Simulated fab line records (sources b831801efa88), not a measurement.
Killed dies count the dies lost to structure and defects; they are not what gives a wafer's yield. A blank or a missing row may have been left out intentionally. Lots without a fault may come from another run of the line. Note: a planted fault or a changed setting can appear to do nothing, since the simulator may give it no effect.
The tool behind it: which one? :: flow sky130 :: 18 wafers from 6 lots sampled at 2 of the route's 708 steps

WHAT EACH GAUGE READ, for each wafer
SKY_CAP2M_RS_MEAS_03: uses a four-point probe to measure.
lot: L465
measured: day 40 04:33
on: film metro-01
CAP2M_TIN_RS (ohm/sq): 7.00 6.88 6.90

lot: L468
measured: day 41 00:21
on: film metro-01
CAP2M_TIN_RS (ohm/sq): 6.82 6.88 6.90

lot: L470
measured: day 41 16:27
on: film metro-02
CAP2M_TIN_RS (ohm/sq): 6.98 7.05 6.97

lot: L475
measured: day 42 18:34
on: film metro-02
CAP2M_TIN_RS (ohm/sq): 6.86 6.99 7.03

lot: L483
measured: day 45 09:55
on: film metro-01
CAP2M_TIN_RS (ohm/sq): 6.99 6.96 6.93

lot: L486
measured: day 45 20:58
on: film metro-04
CAP2M_TIN_RS (ohm/sq): 6.91 6.88 6.87

EACH LOT AND THE TOOL THAT RAN IT (in order: tool; ch and the chambers of the sampled wafers; start)
lot: L465
SKY_LDD_HVP_STRIP_09: plasma asher-02 ch 0,1, day 22 05:25

lot: L468
SKY_LDD_HVP_STRIP_09: plasma asher-04 ch 0,1, day 23 03:15

lot: L470
SKY_LDD_HVP_STRIP_09: plasma asher-01 ch 0,1, day 23 23:45

lot: L475
SKY_LDD_HVP_STRIP_09: plasma asher-01 ch 0,1, day 25 12:10

lot: L483
SKY_LDD_HVP_STRIP_09: plasma asher-01 ch 0,1, day 28 17:37

lot: L486
SKY_LDD_HVP_STRIP_09: plasma asher-01 ch 0,1, day 29 09:36
- SKY_LDD_HVP_STRIP_09: strips in O2/N2.

THE ANSWER, worked out from the rows above alone
Rule: usual is defined by the lots themselves. Put in order of their means at a reading, lots are off if they are a third of the lots or fewer, leave a main group of 4 or more, and stand apart from it by a gap of 3 or more times the standard deviation of the main group's means; of several such gaps the widest counts. A main group is skipped when, at the precision printed for the reading in the tables above, its means are all equal. Also off: a lot with no number at a reading for which 4 or more lots have one. Where the step has rows for the other lots, those lots are counted as sound.
No lot is off on any of the readings shown, so nothing can be concluded from this.

WHAT WAS PUT IN BY THE SIMULATOR
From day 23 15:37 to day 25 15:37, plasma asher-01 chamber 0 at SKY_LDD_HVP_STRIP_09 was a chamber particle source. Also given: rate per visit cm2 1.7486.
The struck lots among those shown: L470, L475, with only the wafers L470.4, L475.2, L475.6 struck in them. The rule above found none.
